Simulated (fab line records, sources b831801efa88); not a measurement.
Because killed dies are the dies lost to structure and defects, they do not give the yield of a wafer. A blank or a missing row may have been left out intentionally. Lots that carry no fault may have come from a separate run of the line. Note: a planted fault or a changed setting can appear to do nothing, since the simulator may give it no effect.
A lot that was struck, set against a sound lot	flow gf180mcu	46 steps out of a route of 602
Sound: the wafers L953.2, L953.3, L953.5. Wafers L964.1, L964.4, L964.6 were the ones struck. The cause is named last.
Per side, at each step with rows, come the tool, then ch with its chambers, and then its first start. Under that, the readings that differ: sound wafers	struck wafers	difference of the means	sigmas: that difference in standard deviations of wafers without a fault.
alike: readings with means less than 2 such deviations apart, plus words and numbers identical on both sides. not compared: withheld readings, readings lacking a value on some wafer, bounds such as >300 that could conceal the same value, and numbers that have no deviation in the record and whose values overlap.
The two part at a step that has a row with sigmas, a row that says differs or no value, or rows on one side only. Numbers that have no deviation but don't overlap get no sigmas and don't part them. A reading missing from all wafers of one side parts the sides only when that side holds two or more wafers.

first, 5 steps without rows for these wafers: GF_LVPWELL_COAT_02 (resist thk 3000 nm); GF_LVPWELL_SOFTBAKE_03; GF_LVPWELL_EXPOSE_04 (exposes mask LVPWELL, target cd 600 nm); GF_LVPWELL_PEB_05; GF_LVPWELL_DEVELOP_06 (develop time 60 s).
GF_LVPWELL_OVL_MEAS_07:
  sound on overlay-01, day 4 22:22; struck on overlay-01, day 7 12:25
  alike: LVPWELL_OVL
then, 2 steps without rows for these wafers: GF_LVPWELL_IMPLANT_08; GF_LVPWELL_IMPLANT_09.
GF_LVPWELL_STRIP_10: strips in O2/N2.
  sound on plasma asher-01 ch 0,1, day 4 22:41; struck on plasma asher-03 ch 0, day 7 12:45
  alike: drypump motor current A, heater power w, oes product au, strip time to endpoint s
  not compared: rf hours counter h
GF_LVPWELL_TW_MEAS_11:
  sound on film metro-03, day 4 22:48; struck on film metro-04, day 7 12:53
  alike: LVPWELL_TW
then, 2 steps without rows for these wafers: GF_MVSD_DEHYDRATE_00 (time 60 s); GF_MVSD_HMDS_01 (prime time 60 s).
GF_MVSD_COAT_02: resist thk 3000 nm.
  sound on litho track-03 ch 0, day 5 06:31; struck on litho track-02, day 7 21:25
  no value came back on the struck wafers for chill plate temp C (C), dispense pressure kPa (kPa), exhaust pa (Pa); on the sound wafers chill plate temp C (C) reads 23.01 23.01 23.09
then, 4 steps without rows for these wafers: GF_MVSD_SOFTBAKE_03; GF_MVSD_EXPOSE_04 (exposes mask MVSD, target cd 1000 nm); GF_MVSD_PEB_05; GF_MVSD_DEVELOP_06 (develop time 60 s).
GF_MVSD_OVL_MEAS_07:
  sound on overlay-02, day 5 12:35; struck on overlay-02, day 8 06:05
reading	sound	struck	difference	sigmas
MVSD_OVL (nm)	1.0 2.4 0.4	- - -	no value on the struck wafers	
then, 2 steps without rows for these wafers: GF_MVSD_IMPLANT_08; GF_MVSD_IMPLANT_09.
GF_MVSD_STRIP_10: strips in O2/N2.
  sound on plasma asher-03 ch 0,1, day 5 12:55; struck on plasma asher-01 ch 0, day 8 06:25
  no value came back on the struck wafers for oes product au (a.u.), strip time to endpoint s (s); on the sound wafers oes product au (a.u.) reads 0.726 0.728 0.717
  alike: drypump motor current A, heater power w
  not compared: rf hours counter h
GF_MVSD_TW_MEAS_11:
  sound on film metro-03, day 5 13:02; struck on film metro-01, day 8 06:31
reading	sound	struck	difference	sigmas
MVSD_TW	1592 1591 1599	1548 1554 1556	-41	-2
then, 7 steps without rows for these wafers: GF_MVPSD_DEHYDRATE_00 (time 60 s); GF_MVPSD_HMDS_01 (prime time 60 s); GF_MVPSD_COAT_02 (resist thk 3000 nm); GF_MVPSD_SOFTBAKE_03; GF_MVPSD_EXPOSE_04 (exposes mask MVPSD, target cd 1000 nm); GF_MVPSD_PEB_05; GF_MVPSD_DEVELOP_06 (develop time 60 s).
GF_MVPSD_OVL_MEAS_07:
  sound on overlay-02, day 6 03:21; struck on overlay-01, day 8 23:49
  alike: MVPSD_OVL
then, 2 steps without rows for these wafers: GF_MVPSD_IMPLANT_08; GF_MVPSD_IMPLANT_09.
GF_MVPSD_STRIP_10: strips in O2/N2.
  sound on plasma asher-02 ch 0,1, day 6 03:41; struck on plasma asher-03 ch 0,1, day 9 00:08
  alike: drypump motor current A, heater power w, oes product au, strip time to endpoint s
  not compared: rf hours counter h
GF_MVPSD_TW_MEAS_11:
  sound on film metro-01, day 6 03:47; struck on film metro-03, day 9 00:14
reading	sound	struck	difference	sigmas
MVPSD_TW	543 544 540	1604 1589 1587	+1051	+99 or more
then, 7 steps without rows for these wafers: GF_VT_IMPLANT_DEHYDRATE_00 (time 60 s); GF_VT_IMPLANT_HMDS_01 (prime time 60 s); GF_VT_IMPLANT_COAT_02 (resist thk 1000 nm); GF_VT_IMPLANT_SOFTBAKE_03 (time 60 s); GF_VT_IMPLANT_EXPOSE_04 (exposes mask LVPWELL LV AREA, target cd 600 nm); GF_VT_IMPLANT_PEB_05; GF_VT_IMPLANT_DEVELOP_06 (develop time 60 s).
GF_VT_IMPLANT_OVL_MEAS_07:
  sound on overlay-01, day 6 19:16; struck on overlay-01, day 9 17:32
  alike: VT_IMPLANT_OVL
GF_VT_IMPLANT_TW_MEAS_10:
  sound on film metro-02, day 6 19:34; struck on film metro-04, day 9 17:50
reading	sound	struck	difference	sigmas
VT_IMPLANT_TW	559 561 562	1628 1635 1636	+1072	+99 or more
GF_VT_IMPLANT_TW_MEAS_21:
  sound on film metro-04, day 7 11:50; struck on film metro-02, day 10 11:42
reading	sound	struck	difference	sigmas
VT_IMPLANT_2_TW	1228 1234 1241	1794 1783 1779	+551	+50
GF_VT_IMPLANT_TW_MEAS_32:
  sound on film metro-04, day 8 04:57; struck on film metro-03, day 11 06:00
reading	sound	struck	difference	sigmas
VT_IMPLANT_3_TW	274.5 272.4 273.2	1600.6 1596.8 1608.1	+1328.5	+99 or more
GF_VT_IMPLANT_TW_MEAS_43:
  sound on film metro-03, day 8 22:48; struck on film metro-03, day 12 01:41
reading	sound	struck	difference	sigmas
VT_IMPLANT_4_TW	689 689 688	1652 1641 1648	+958	+99 or more

## WHERE THEY PART
Last at GF_VT_IMPLANT_TW_MEAS_43 as far as this record goes, first at GF_MVSD_COAT_02.

WHY: the cause the simulator had injected
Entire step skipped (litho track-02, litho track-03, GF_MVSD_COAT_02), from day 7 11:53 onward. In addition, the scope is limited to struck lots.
